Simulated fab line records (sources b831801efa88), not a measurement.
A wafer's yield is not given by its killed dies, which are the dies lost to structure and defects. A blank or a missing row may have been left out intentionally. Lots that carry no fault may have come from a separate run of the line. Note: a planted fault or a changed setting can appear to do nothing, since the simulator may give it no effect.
The tool behind it: which one? ; flow sky130 ; Sampling: 14 lots, 42 wafers, 2 of 708 route steps

## WHAT THE GAUGES READ, wafer by wafer
Not one reading of a measure or inspect step in the record can be checked against a usual standard deviation.

## EACH LOT AND THE TOOL THAT RAN IT (in order: tool; ch and the chambers of the sampled wafers; start)
lot;SKY_LDD_N_IMPLANT_15;SKY_PAD_OPEN_PROBE_99
L942;implanter-04 ch 0, day 17 22:52;-
L944;implanter-03 ch 0, day 18 16:07;-
L947;implanter-04 ch 0, day 19 13:28;-
L949;implanter-02 ch 0, day 21 05:31;-
L952;implanter-03 ch 0, day 21 20:58;-
L954;implanter-03 ch 0, day 22 03:53;-
L957;implanter-02 ch 0, day 23 08:22;prober-01, day 49 12:38
L958;implanter-04 ch 0, day 23 21:13;-
L959;implanter-04 ch 0, day 23 23:28;-
L961;implanter-03 ch 0, day 24 15:49;-
L962;implanter-03 ch 0, day 24 22:49;-
L963;implanter-03 ch 0, day 25 07:25;-
L964;implanter-04 ch 0, day 25 23:03;-
L965;implanter-04 ch 0, day 26 04:49;-
- SKY_LDD_N_IMPLANT_15
- SKY_PAD_OPEN_PROBE_99

## WHAT THE TOOLS THEMSELVES READ (means of the sampled wafers that have a number; where no wafer has one, the mark that the record gives instead)
SKY_LDD_N_IMPLANT_15. Usual: beam_on_s 9.99 s, standard deviation 0.19; rotation_deg 270.00 degrees, standard deviation 0.07; tilt_deg 30.002 degrees, standard deviation 0.022.
lot;tool;beam_on_s (s);rotation_deg (degrees);tilt_deg (degrees);flag
L942;implanter-04;10.08;270.02;29.995;
L944;implanter-03;10.02;269.95;30.000;
L947;implanter-04;10.00;269.95;30.000;
L949;implanter-02;10.04;270.08;29.986;
L952;implanter-03;9.93;269.99;0.009;OFF
L954;implanter-03;10.15;269.90;0.021;OFF
L957;implanter-02;10.04;269.99;30.007;
L958;implanter-04;9.88;270.01;30.025;
L959;implanter-04;10.08;270.00;29.992;
L961;implanter-03;9.78;270.00;29.997;
L962;implanter-03;10.06;270.02;29.985;
L963;implanter-03;10.16;269.98;30.011;
L964;implanter-04;10.07;270.00;30.006;
L965;implanter-04;9.94;270.04;29.998;

SKY_PAD_OPEN_PROBE_99. Usual: killed_at_M0_to_M3 43, standard deviation 7.7; killed_at_M4_up 2.9, standard deviation 1.7; killed_at_contacts 24, standard deviation 5.5; killed_at_front_end 15, standard deviation 4; killed_at_other 0.4, standard deviation 0.66; killed_dies 86, standard deviation 9.4; killed_open 47, standard deviation 6.7; killed_short 38, standard deviation 6.2.
lot;tool;killed_at_M0_to_M3;killed_at_M4_up;killed_at_contacts;killed_at_front_end;killed_at_other;killed_dies;killed_open;killed_short;flag
L957;prober-01;49;3.0;20;16;1.0;90;53;35;

## THE ANSWER, worked out from the rows above alone
Rule: a lot is off if the mean of its wafers that have a number lies more than 3 standard deviations from the usual mean. Also off: a lot with no number at a reading for which 4 or more lots have one. All remaining lots with rows at the step are treated as sound. After the gauges, taken in route order, come the tools' own readings; for these a lot's mean is taken, as printed above. The first step at which some lot is off is used, and at that step the reading that is off furthest; a lot without a number counts as furthest.
Off: L952, L954, at SKY_LDD_N_IMPLANT_15 (tilt_deg).
A tool fits if, at that step or a process step before it, it ran every lot that is off, and no sound lot after the first of them. Not one of the candidates tried fits.

## WHAT THE SIMULATOR HAD PUT IN
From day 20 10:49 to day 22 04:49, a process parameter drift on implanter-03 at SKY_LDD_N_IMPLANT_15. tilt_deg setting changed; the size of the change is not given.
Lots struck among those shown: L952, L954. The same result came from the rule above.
